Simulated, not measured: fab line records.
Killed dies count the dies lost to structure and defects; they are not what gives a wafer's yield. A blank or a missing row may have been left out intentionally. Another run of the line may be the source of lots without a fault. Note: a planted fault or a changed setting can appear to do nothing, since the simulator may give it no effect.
The tool behind it: which one?    flow sky130    Sampling: 12 lots, 36 wafers, 5 of 708 route steps

WHAT EACH GAUGE READ, for each wafer
SKY_METAL5_RS_MEAS_05: measures by four-point-probe.
lot   measured      on             METAL5_ALCU_RS (ohm/sq)
L920  day 44 10:31  film metro-04  0.02705 0.02707 0.02717
L921  day 44 17:53  film metro-03  0.02662 0.02653 0.02654
L924  day 45 10:10  film metro-03  0.0271 0.02755 0.0274
L925  day 45 18:59  film metro-04  0.02706 0.02712 0.02712
L926  day 46 03:40  film metro-02  0.02691 0.02702 0.02686
L928  day 46 12:32  film metro-02  0.02692 0.02694 0.02659
L929  day 46 21:35  film metro-02  0.02733 0.027 0.02704
L930  day 46 23:46  film metro-04  0.02674 0.02671 0.02664
L931  day 47 09:12  film metro-03  0.02671 0.02707 0.02689
L934  day 47 19:31  film metro-02  0.02729 0.02671 0.02725
L938  day 48 18:25  film metro-03  0.02711 0.02704 0.02769
L939  day 48 23:53  film metro-02  0.02676 0.0271 0.02733

SKY_PASSIVATION_THK_MEAS_03.
lot   measured      on             PASSIVATION_CVD_02_THK (nm)
L920  day 45 10:33  film metro-01  527 541 535
L921  day 45 16:43  film metro-04  535 537 551
L924  day 46 09:05  film metro-04  547 554 552
L925  day 46 17:59  film metro-04  530 526 539
L926  day 47 02:32  film metro-03  533 542 542
L928  day 47 10:29  film metro-01  533 548 541
L929  day 47 19:01  film metro-04  538 549 551
L930  day 47 21:34  film metro-01  526 524 538
L931  day 48 07:08  film metro-04  546 557 555
L934  day 48 16:31  film metro-04  526 543 535
L938  day 49 14:43  film metro-04  533 547 595
L939  day 49 19:38  film metro-03  542 598 542

WHICH TOOL RAN EACH LOT (tool, then ch and the chambers of the sampled wafers, then the start)
lot   SKY_METAL5_SPUTTER_00         SKY_METAL5_METAL_ETCH_15           SKY_PASSIVATION_CVD_02
L920  pvd sputter-02, day 44 10:18  rie metal-04 ch 0,1, day 45 09:28  pecvd-04 ch 0,1, day 45 10:18
L921  pvd sputter-02, day 44 17:41  rie metal-04 ch 0,1, day 45 15:32  pecvd-04 ch 0,1, day 45 16:29
L924  pvd sputter-01, day 45 09:56  rie metal-03 ch 0,1, day 46 08:00  pecvd-01 ch 0,1,2, day 46 08:57
L925  pvd sputter-03, day 45 18:49  rie metal-04 ch 0,1, day 46 16:50  pecvd-02 ch 1,2, day 46 17:46
L926  pvd sputter-02, day 46 03:28  rie metal-04 ch 0,1, day 47 01:24  pecvd-04 ch 0,1,2, day 47 02:17
L928  pvd sputter-03, day 46 12:20  rie metal-04 ch 0,1, day 47 09:17  pecvd-04 ch 1,2, day 47 10:15
L929  pvd sputter-02, day 46 21:24  rie metal-04 ch 0,1, day 47 17:42  pecvd-01 ch 1,2, day 47 18:48
L930  pvd sputter-01, day 46 23:35  rie metal-02 ch 0,1, day 47 20:23  pecvd-02 ch 1,2, day 47 21:20
L931  pvd sputter-01, day 47 09:01  rie metal-04 ch 0,1, day 48 06:00  pecvd-01 ch 0,1, day 48 06:55
L934  pvd sputter-03, day 47 19:21  rie metal-04 ch 1, day 48 15:23    pecvd-02 ch 0,2, day 48 16:17
L938  pvd sputter-03, day 48 18:15  rie metal-03 ch 0,1, day 49 13:33  pecvd-02 ch 0,1,2, day 49 14:29
L939  pvd sputter-03, day 48 23:43  rie metal-02 ch 0,1, day 49 18:30  pecvd-02 ch 0,1,2, day 49 19:24
- SKY_METAL5_SPUTTER_00: material Ti, target thk 15 nm, time 10 s.
- SKY_METAL5_METAL_ETCH_15: etches the open film in Cl2/BCl3, stops on SiO2, target depth 1260 nm, time 252 s.
- SKY_PASSIVATION_CVD_02: deposits Si3N4, target thk 540 nm.

AS READ BY THE TOOLS THEMSELVES (means over the sampled wafers that have a number; for cases with no such wafer, the mark the record gives instead)
SKY_METAL5_SPUTTER_00.
lot   tool            throttle valve pct (%)
L920  pvd sputter-02  30.0
L921  pvd sputter-02  30.1
L924  pvd sputter-01  30.7
L925  pvd sputter-03  29.0
L926  pvd sputter-02  29.5
L928  pvd sputter-03  30.2
L929  pvd sputter-02  30.1
L930  pvd sputter-01  30.3
L931  pvd sputter-01  28.9
L934  pvd sputter-03  29.2
L938  pvd sputter-03  29.9
L939  pvd sputter-03  28.8

SKY_METAL5_METAL_ETCH_15.
lot   tool          drypump motor current A (A)  oes product au (a.u.)  throttle valve pct (%)
L920  rie metal-04  6.0                          0.893                  22.265
L921  rie metal-04  5.6                          0.898                  22.266
L924  rie metal-03  5.7                          0.893                  22.269
L925  rie metal-04  5.6                          0.897                  22.267
L926  rie metal-04  6.0                          0.895                  22.268
L928  rie metal-04  5.6                          0.894                  22.267
L929  rie metal-04  5.6                          0.895                  22.259
L930  rie metal-02  5.3                          0.900                  22.274
L931  rie metal-04  6.0                          0.893                  22.273
L934  rie metal-04  5.2                          0.891                  22.257
L938  rie metal-03  5.8                          0.890                  22.266
L939  rie metal-02  5.4                          0.892                  22.267

SKY_PASSIVATION_CVD_02.
lot   tool      heater power w (W)
L920  pecvd-04  636
L921  pecvd-04  664
L924  pecvd-01  732
L925  pecvd-02  773
L926  pecvd-04  680
L928  pecvd-04  656
L929  pecvd-01  649
L930  pecvd-02  746
L931  pecvd-01  783
L934  pecvd-02  738
L938  pecvd-02  778
L939  pecvd-02  756

THE ANSWER, worked out from the rows above alone
Rule: what is usual is taken from the lots themselves. Put in order of their means at a reading, lots are off if they are a third of the lots or fewer, leave a main group of 4 or more, and stand apart from it by a gap of 3 or more times the standard deviation of the main group's means; of several such gaps the widest counts. A main group is skipped when, at the precision printed for the reading in the tables above, its means are all equal. A lot without any number at a reading at which 4 lots or more have one is off too. Where the step has rows for the other lots, those lots are counted as sound. The gauges are gone through in route order, then the tools' own readings, and for those a lot's mean is taken as printed above. At the first step where some lot is off, the reading lying furthest off is the one used; lots without a number count as furthest.
Nothing can be told from this: no lot is off at any reading shown.

WHAT THE SIMULATOR HAD PUT IN
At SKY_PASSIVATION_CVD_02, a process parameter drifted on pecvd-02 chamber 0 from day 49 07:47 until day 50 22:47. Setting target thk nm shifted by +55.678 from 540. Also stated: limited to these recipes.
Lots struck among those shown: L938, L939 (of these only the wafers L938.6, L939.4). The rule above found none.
